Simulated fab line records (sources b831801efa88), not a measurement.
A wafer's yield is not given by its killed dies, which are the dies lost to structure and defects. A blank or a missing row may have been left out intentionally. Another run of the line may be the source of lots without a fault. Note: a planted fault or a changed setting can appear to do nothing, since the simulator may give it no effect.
What tool caused it? :: flow sky130 :: 7 lots, 21 wafers sampled, at 3 steps of a route of 708

== WHAT THE GAUGES READ, wafer by wafer ==
SKY_LDD_P_TW_MEAS_11.
lot: L214
measured: day 19 00:01
on: film_metro-03
LDD_P_TW: 643 641 647

lot: L216
measured: day 20 12:38
on: film_metro-02
LDD_P_TW: 639 641 639

lot: L219
measured: day 21 13:18
on: film_metro-01
LDD_P_TW: 30 29 30

lot: L222
measured: day 22 10:46
on: film_metro-01
LDD_P_TW: 623 624 625

lot: L228
measured: day 24 08:25
on: film_metro-01
LDD_P_TW: 625 626 624

lot: L233
measured: day 26 08:07
on: film_metro-02
LDD_P_TW: 638 639 636

lot: L236
measured: day 28 00:35
on: film_metro-02
LDD_P_TW: 636 638 639

== WHAT TOOL EACH LOT RAN ON (gives the tool, then ch and the chambers of the sampled wafers, and finally the start) ==
lot: L214
SKY_LDD_N_STRIP_16: plasma_asher-03 ch 0,1, day 17 18:11
SKY_LDD_P_STRIP_10: plasma_asher-04 ch 0,1, day 18 23:55

lot: L216
SKY_LDD_N_STRIP_16: plasma_asher-04 ch 0,1, day 19 05:26
SKY_LDD_P_STRIP_10: plasma_asher-04 ch 0,1, day 20 12:32

lot: L219
SKY_LDD_N_STRIP_16: plasma_asher-04 ch 0,1, day 20 05:44
SKY_LDD_P_STRIP_10: plasma_asher-04 ch 0,1, day 21 13:12

lot: L222
SKY_LDD_N_STRIP_16: plasma_asher-04 ch 0,1, day 21 03:34
SKY_LDD_P_STRIP_10: plasma_asher-04 ch 0,1, day 22 10:41

lot: L228
SKY_LDD_N_STRIP_16: plasma_asher-01 ch 0,1, day 23 01:58
SKY_LDD_P_STRIP_10: plasma_asher-03 ch 0,1, day 24 08:18

lot: L233
SKY_LDD_N_STRIP_16: plasma_asher-04 ch 0,1, day 25 02:31
SKY_LDD_P_STRIP_10: plasma_asher-02 ch 0,1, day 26 08:02

lot: L236
SKY_LDD_N_STRIP_16: plasma_asher-03 ch 0,1, day 26 19:41
SKY_LDD_P_STRIP_10: plasma_asher-02 ch 0,1, day 28 00:29
- SKY_LDD_N_STRIP_16: strips in O2/N2.
- SKY_LDD_P_STRIP_10: strips in O2/N2.

== THE ANSWER, worked out from the rows above alone ==
Rule: usual is defined by the lots themselves. Put in order of their means at a reading, lots are off if they are a third of the lots or fewer, leave a main group of 4 or more, and stand apart from it by a gap of 3 or more times the standard deviation of the main group's means; of several such gaps the widest counts. A main group is skipped when, at the precision printed for the reading in the tables above, its means are all equal. Also off: a lot with no number at a reading for which 4 or more lots have one. Any other lot the step has rows for is counted as sound.
Off: L219, at SKY_LDD_P_TW_MEAS_11 (LDD_P_TW). The main group: mean 635, standard deviation 7.4.
A tool fits if, at a process step before that reading, it ran every lot that is off, and no sound lot after the first of them. The gauges at SKY_LDD_P_TW_MEAS_11 are tried like those tools. Of those tried, none fits.

== WHAT WAS PUT IN BY THE SIMULATOR ==
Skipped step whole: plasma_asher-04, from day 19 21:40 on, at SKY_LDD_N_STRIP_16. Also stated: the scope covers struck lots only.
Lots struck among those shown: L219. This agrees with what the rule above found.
